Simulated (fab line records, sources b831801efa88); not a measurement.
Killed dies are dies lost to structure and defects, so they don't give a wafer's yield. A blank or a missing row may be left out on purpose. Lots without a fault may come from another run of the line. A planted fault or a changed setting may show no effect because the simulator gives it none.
fab line records | flow sky130
record lots=12 wafers=36 last_day=50
route steps=708 shown NWELL@34 VT_ADJUST_HVTP@95 VT_ADJUST_PCH@151 LI_CONTACT@375
lots that met no fault: from a run of the same line without faults
start_h: hours from the record's first day to the start of the lot's first wafer shown | wait_h: hours since the lot's step before | " the same as in the row above | L1.1+2: a row that stands for several wafers | - no value, or no start given | * or withheld: withheld | < > ~ a bound
route shown NAME@n: a module of which the file shows steps, and the number in the route of the first | usual: mean/standard deviation of fault-free wafers | same: alike in all rows | chamber/n: place in a boat | sites: the reading at each site | _std_site: their standard deviation | _edge_site: outer sites' mean less inner sites' | radius_mm: how far each site lies from the wafer's centre | mask NAME#n: copy n | behind: the tool/chamber that last shaped the wafer | hold: why the lot was held/for how many hours/how that ended | device: the transistor (n, p or np) that didn't switch | end of line: the same wafers' tests at the end of the route | a step without rows: its recipe alone | killed: dies lost to structure and defects at the first sort, not the wafer's yield | map: a wafer's dies, x killed, . not, _ none there
set.NAME: the setting as run; set.NAME@STEP: as run at that earlier step | model.NAME: the simulator's own value behind a step, which no gauge read
steps of the route over a sample of lots; a table a step, a row a wafer
services: from which hour (start_h, from the record's first day; less than 0 if before it) a tool's chamber was out of use, for how many hours, and why
## steps
# step SKY_NWELL_THK_MEAS_02
# recipe reads=SiO2_of_NWELL_OXIDATION_01
# usual NWELL_OXIDATION_THK=9.97/0.2
# columns lot.wafer tool chamber start_h wait_h NWELL_OXIDATION_THK[nm]
L752.1 film_metro-03 - 38.03 0.0 9.88
L752.3 " - " " 9.94
L752.6 " - " " 9.87
L754.2 film_metro-03 - 47.60 0.0 10.04
L754.4 " - " " 9.94
L754.5 " - " " 9.95
L755.1 film_metro-03 - 54.24 0.0 9.79
L755.4 " - " " 9.44
L755.5 " - " " 9.61
L756.1 film_metro-03 - 58.45 0.0 10.07
L756.2 " - " " 9.98
L756.5 " - " " 9.66
L757.1 film_metro-02 - 63.27 0.0 10.19
L757.3 " - " " 10.36
L757.6 " - " " 10.30
L759.2 film_metro-02 - 77.23 0.0 9.98
L759.5 " - " " 9.91
L759.6 " - " " 10.22
L763.2 film_metro-02 - 101.43 0.0 10.01
L763.4 " - " " 10.03
L763.6 " - " " 9.92
L761.4 film_metro-03 - 101.45 0.0 10.37
L761.5 " - " " 10.18
L761.6 " - " " 10.28
L771.1 film_metro-03 - 138.77 0.0 10.16
L771.3 " - " " 9.92
L771.6 " - " " 9.83
L772.1 film_metro-02 - 143.19 0.0 9.83
L772.3 " - " " 9.70
L772.4 " - " " 9.94
L774.1 film_metro-01 - 153.03 0.0 10.18
L774.3 " - " " 10.10
L774.5 " - " " 10.13
L775.1 film_metro-02 - 157.99 0.0 10.41
L775.3 " - " " 10.10
L775.5 " - " " 10.15
# step SKY_VT_ADJUST_HVTP_STRIP_10
# recipe chemistry=O2/N2 power_w=1400 pressure_mtorr=1500 platen_temp_c=withheld o2_flow_sccm=3000 n2_flow_sccm=300 overash_fraction=0.5
# usual drypump_motor_current_A=5.5/0.37 oes_product_au=0.715/0.0045 strip_time_to_endpoint_s=14.18/0.041
# columns lot.wafer tool chamber start_h wait_h drypump_motor_current_A oes_product_au rf_hours_counter_h strip_time_to_endpoint_s
L752.1 plasma_asher-02 1 121.06 0.1 4.7 0.717 43 14.15
L752.3 " 0 " " 5.7 0.719 - 14.17
L752.6 " 1 " " 4.7 0.712 - 14.15
L754.2 plasma_asher-01 0 133.28 0.1 5.4 0.714 1 14.17
L754.4 " 1 " " 5.3 0.715 - 14.14
L754.5 " 0 " " 5.4 0.721 - 14.18
L755.1 plasma_asher-01 1 142.21 0.1 5.3 0.717 2 14.18
L755.4 " 0 " " 5.4 0.710 - 14.17
L755.5 " 1 " " 5.3 0.724 - 14.18
L756.1 plasma_asher-04 1 143.46 0.1 5.8 0.717 47 14.21
L756.2 " 0 " " 5.9 0.717 47 14.28
L756.5 " 0 " " 5.9 0.712 - 14.23
L757.1 plasma_asher-01 0 151.21 0.1 5.4 0.714 3 14.16
L757.3 " 0 " " 5.4 0.715 - 14.15
L757.6 " 1 " " 5.3 0.720 - 14.13
L759.2 plasma_asher-04 0 167.56 0.1 5.8 0.715 50 14.29
L759.5 " 0 " " 5.8 0.717 - 14.23
L759.6 " 1 " " 5.8 0.720 - 14.23
L761.4 plasma_asher-02 1 197.14 0.1 4.7 0.720 - 14.15
L761.5 " 0 " " 5.7 0.721 - 14.17
L761.6 " 1 " " 4.7 0.710 - 14.16
L763.2 plasma_asher-02 1 198.46 0.1 4.8 0.716 51 14.18
L763.4 " 1 " " 4.7 0.722 - 14.16
L763.6 " 1 " " 4.7 0.711 - 14.17
L771.1 plasma_asher-02 0 243.05 0.1 5.7 0.718 55 14.20
L771.3 " 1 " " 4.7 0.716 - 14.28
L771.6 " 1 " " 4.7 0.718 - 14.28
L772.1 plasma_asher-04 0 250.66 0.1 5.8 0.702 58 14.15
L772.3 " 1 " " 5.8 0.713 - 14.15
L772.4 " 0 " " 5.9 0.708 - 14.19
L774.1 plasma_asher-01 0 263.00 0.1 5.4 0.713 14 14.23
L774.3 " 1 " " 5.3 0.717 - 14.19
L774.5 " 1 " " 5.3 0.713 - 14.19
L775.1 plasma_asher-04 0 266.56 0.1 5.9 0.727 59 14.21
L775.3 " 0 " " 5.9 0.716 - 14.16
L775.5 " 0 " " 5.8 0.716 - 14.16
# step SKY_VT_ADJUST_PCH_IMPLANT_08
# recipe species=B energy_kev=10 dose_cm2=5e+11 tilt_deg=withheld
# usual dose_ions_cm2=5e+11/5.3e+08 faraday_current_uA=2.83/0.051
# columns lot.wafer tool chamber start_h wait_h dose_ions_cm2 faraday_current_uA
L752.1 implanter-04 0 222.31 0.0 5e+11 2.90
L752.3 " 0 " " 4.999e+11 2.79
L752.6 " 0 " " 5.004e+11 2.73
L754.2 implanter-02 0 238.81 0.0 4.992e+11 2.82
L754.4 " 0 " " 4.997e+11 2.78
L754.5 " 0 " " 5.005e+11 2.83
L755.1 implanter-03 0 244.99 0.3 5e+11 2.91
L755.4 " 0 " " 4.999e+11 2.81
L755.5 " 0 " " 5.001e+11 2.89
L756.1 implanter-02 0 249.36 0.0 5.003e+11 2.82
L756.2 " 0 " " 4.999e+11 2.75
L756.5 " 0 " " 5.005e+11 2.91
L757.1 implanter-04 0 257.53 0.0 4.994e+11 2.93
L757.3 " 0 " " 5.002e+11 2.80
L757.6 " 0 " " 4.997e+11 2.83
L759.2 implanter-02 0 275.46 0.0 4.997e+11 2.97
L759.5 " 0 " " 5.005e+11 2.83
L759.6 " 0 " " 4.999e+11 2.83
L761.4 implanter-02 0 315.13 0.1 5.004e+11 2.82
L761.5 " 0 " " 5e+11 2.84
L761.6 " 0 " " 4.996e+11 2.91
L763.2 implanter-04 0 317.11 0.0 5.009e+11 2.79
L763.4 " 0 " " 5.006e+11 2.86
L763.6 " 0 " " 5.006e+11 2.84
L771.1 implanter-02 0 372.38 0.0 4.225e+11 2.43
L771.3 " 0 " " 4.227e+11 2.31
L771.6 " 0 " " 4.233e+11 2.40
L772.1 implanter-02 0 381.99 0.0 4.23e+11 2.44
L772.3 " 0 " " 4.241e+11 2.35
L772.4 " 0 " " 4.235e+11 2.43
L774.1 implanter-03 0 396.71 0.0 5.004e+11 2.79
L774.3 " 0 " " 4.984e+11 2.84
L774.5 " 0 " " 4.989e+11 2.87
L775.1 implanter-04 0 399.33 0.0 4.999e+11 2.72
L775.3 " 0 " " 4.999e+11 2.80
L775.5 " 0 " " 4.998e+11 2.86
# step SKY_VT_ADJUST_PCH_TW_MEAS_10
# usual VT_ADJUST_PCH_TW=143.5/0.75
# columns lot.wafer tool chamber start_h wait_h VT_ADJUST_PCH_TW
L752.1 film_metro-04 - 222.56 0.1 143.3
L752.3 " - " " 143.0
L752.6 " - " " 143.0
L754.2 film_metro-02 - 239.04 0.1 143.5
L754.4 " - " " 142.5
L754.5 " - " " 142.8
L755.1 film_metro-04 - 245.24 0.1 142.2
L755.4 " - " " 142.9
L755.5 " - " " 143.1
L756.1 film_metro-03 - 249.61 0.1 145.1
L756.2 " - " " 145.0
L756.5 " - " " 144.5
L757.1 film_metro-04 - 257.78 0.1 142.8
L757.3 " - " " 142.0
L757.6 " - " " 142.9
L759.2 film_metro-04 - 275.69 0.1 143.5
L759.5 " - " " 142.9
L759.6 " - " " 143.8
L761.4 film_metro-03 - 315.34 0.1 144.9
L761.5 " - " " 144.1
L761.6 " - " " 144.3
L763.2 film_metro-04 - 317.34 0.1 143.1
L763.4 " - " " 143.3
L763.6 " - " " 142.9
L771.1 film_metro-04 - 372.63 0.1 137.1
L771.3 " - " " 137.9
L771.6 " - " " 137.8
L772.1 film_metro-03 - 382.24 0.1 138.1
L772.3 " - " " 138.0
L772.4 " - " " 138.0
L774.1 film_metro-04 - 396.96 0.1 144.0
L774.3 " - " " 143.5
L774.5 " - " " 144.2
L775.1 film_metro-04 - 399.58 0.1 143.1
L775.3 " - " " 144.2
L775.5 " - " " 143.7
# step SKY_LI_CONTACT_OVL_MEAS_13
# usual LI_CONTACT_OVL=-2/4.8
# columns lot.wafer tool chamber start_h wait_h LI_CONTACT_OVL[nm]
L752.1 overlay-02 - 669.52 0.1 -8
L752.3 " - " " -7
L752.6 " - " " -4
L754.2 overlay-01 - 687.95 0.1 1
L754.4 " - " " -1
L754.5 " - " " -1
L755.1 overlay-02 - 692.69 0.1 3
L755.4 " - " " 0
L755.5 " - " " -2
L756.1 overlay-02 - 699.87 0.1 1
L756.2 " - " " -8
L756.5 " - " " 4
L757.1 overlay-01 - 709.82 0.1 5
L757.3 " - " " 0
L757.6 " - " " 1
L759.2 overlay-02 - 732.00 0.1 3
L759.5 " - " " 1
L759.6 " - " " 1
L761.4 overlay-02 - 772.64 0.1 0
L761.5 " - " " -3
L761.6 " - " " 1
L763.2 overlay-02 - 783.26 0.1 -1
L763.4 " - " " -3
L763.6 " - " " -3
L771.1 overlay-02 - 837.48 0.1 -1
L771.3 " - " " -4
L771.6 " - " " -2
L772.1 overlay-02 - 843.43 0.1 4
L772.3 " - " " 1
L772.4 " - " " 8
L774.1 overlay-02 - 846.77 0.1 0
L774.3 " - " " -2
L774.5 " - " " 6
L775.1 overlay-02 - 849.83 0.1 -10
L775.3 " - " " -2
L775.5 " - " " -10
## services
# columns tool chamber start_h hours kind
plasma_asher-01 - 108.75 9.0 pm
plasma_asher-01 0 108.75 9.0 vent_cycle
plasma_asher-01 1 108.75 9.0 vent_cycle
plasma_asher-01 0 117.75 - clean
implanter-03 - 126.87 1.7 repair
implanter-02 - 148.50 4.3 pm
implanter-04 - 159.52 4.5 pm
implanter-02 - 163.51 24.8 pm
implanter-03 - 171.25 0.7 repair
plasma_asher-04 - 174.69 1.4 repair
implanter-04 - 175.07 1.9 repair
plasma_asher-04 - 178.73 0.9 repair
implanter-04 - 178.76 1.9 repair
implanter-04 - 179.20 1.2 repair
implanter-04 - 243.40 4.4 repair
implanter-04 - 267.97 9.1 repair
plasma_asher-04 - 270.77 15.6 pm
implanter-04 - 271.23 1.4 repair
implanter-03 - 297.50 2.0 repair
plasma_asher-02 - 302.76 8.8 repair
plasma_asher-01 - 315.62 1.7 repair
implanter-03 - 341.37 6.0 pm
implanter-03 - 349.32 1.3 repair
implanter-03 - 355.16 0.8 repair
## key
first_sign step=SKY_VT_ADJUST_PCH_IMPLANT_08 reading=dose_ions_cm2 direction=down sigmas=99+ usual=* struck=*
effect step=SKY_VT_ADJUST_PCH_IMPLANT_08 reading=faraday_current_uA direction=down sigmas=8.5 usual=2.83 struck=2.39
effect step=SKY_VT_ADJUST_PCH_TW_MEAS_10 reading=VT_ADJUST_PCH_TW direction=down sigmas=7.6 usual=143.5 struck=137.8
met_at SKY_VT_ADJUST_PCH_IMPLANT_08
struck_lots L771,L772
tester_left_out L771,L772
not_acting_at SKY_NWELL_THK_MEAS_02,SKY_VT_ADJUST_HVTP_STRIP_10,SKY_LI_CONTACT_OVL_MEAS_13
onset_between 315.13 372.38
fault kind=process_parameter_drift tool=implanter-02 chamber=- onset_h=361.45 steps=SKY_VT_ADJUST_PCH_IMPLANT_08 channel=dose_cm2 offset=* shape=step end_h=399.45 acts_in=* stated=*
# tester_left_out: of these lots the tester's yield and bins aren't shown, on N5 and GAA mostly nor the transistor test; their killed dies are dies lost to structure and defects alone, not to doping, threshold or leakage, so they don't give the yield
